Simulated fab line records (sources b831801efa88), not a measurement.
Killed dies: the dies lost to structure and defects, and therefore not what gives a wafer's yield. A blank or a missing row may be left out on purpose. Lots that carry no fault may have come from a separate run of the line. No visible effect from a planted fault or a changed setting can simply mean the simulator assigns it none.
What tool caused it?    flow sky130    21 wafers from 7 lots sampled at 3 of the route's 708 steps

WHAT EACH GAUGE READ, for each wafer
SKY_LDD_N_TW_MEAS_17.
lot   measured      on             LDD_N_TW
L852  day 17 13:29  film-metro-01  2580 2583 2567
L854  day 18 13:25  film-metro-04  2594 2595 2618
L856  day 19 05:32  film-metro-01  2579 2585 2580
L862  day 22 13:23  film-metro-01  2561 2559 2559
L868  day 24 07:10  film-metro-01  2552 2568 2545
L871  day 25 04:02  film-metro-01  2571 2563 2581
L874  day 25 19:41  film-metro-02  2542 2537 2553

WHAT TOOL EACH LOT RAN ON (gives the tool, then ch and the chambers of the sampled wafers, and finally the start)
lot   SKY_LDD_N_IMPLANT_09             SKY_LDD_N_STRIP_16
L852  implanter-03 ch 0, day 17 12:22  plasma-asher-04 ch 0,1, day 17 13:23
L854  implanter-04 ch 0, day 18 12:18  plasma-asher-01 ch 0,1, day 18 13:20
L856  implanter-04 ch 0, day 19 04:23  plasma-asher-04 ch 0,1, day 19 05:26
L862  implanter-04 ch 0, day 22 12:15  plasma-asher-03 ch 0,1, day 22 13:18
L868  implanter-01 ch 0, day 24 06:01  plasma-asher-04 ch 0,1, day 24 07:04
L871  implanter-04 ch 0, day 25 02:53  plasma-asher-01 ch 0,1, day 25 03:56
L874  implanter-04 ch 0, day 25 18:32  plasma-asher-01 ch 0,1, day 25 19:35
- SKY_LDD_N_IMPLANT_09
- SKY_LDD_N_STRIP_16: strips in O2/N2.

THE ANSWER, worked out from the rows above alone
Rule: usual is defined by the lots themselves. The widest of any qualifying gaps counts: lots, ordered by their means at a reading, are off when they make up no more than a third of the lots, leave a main group of 4 or more, and stand apart from it by 3 or more times the standard deviation of that group's means. The tables above print the reading to a certain number of digits; a main group whose means all agree to those digits is not used. A lot without any number at a reading at which 4 lots or more have one is off too. The other lots that the step has rows for count as sound.
Nothing can be told from this: no lot is off at any reading shown.

WHAT THE SIMULATOR PUT IN
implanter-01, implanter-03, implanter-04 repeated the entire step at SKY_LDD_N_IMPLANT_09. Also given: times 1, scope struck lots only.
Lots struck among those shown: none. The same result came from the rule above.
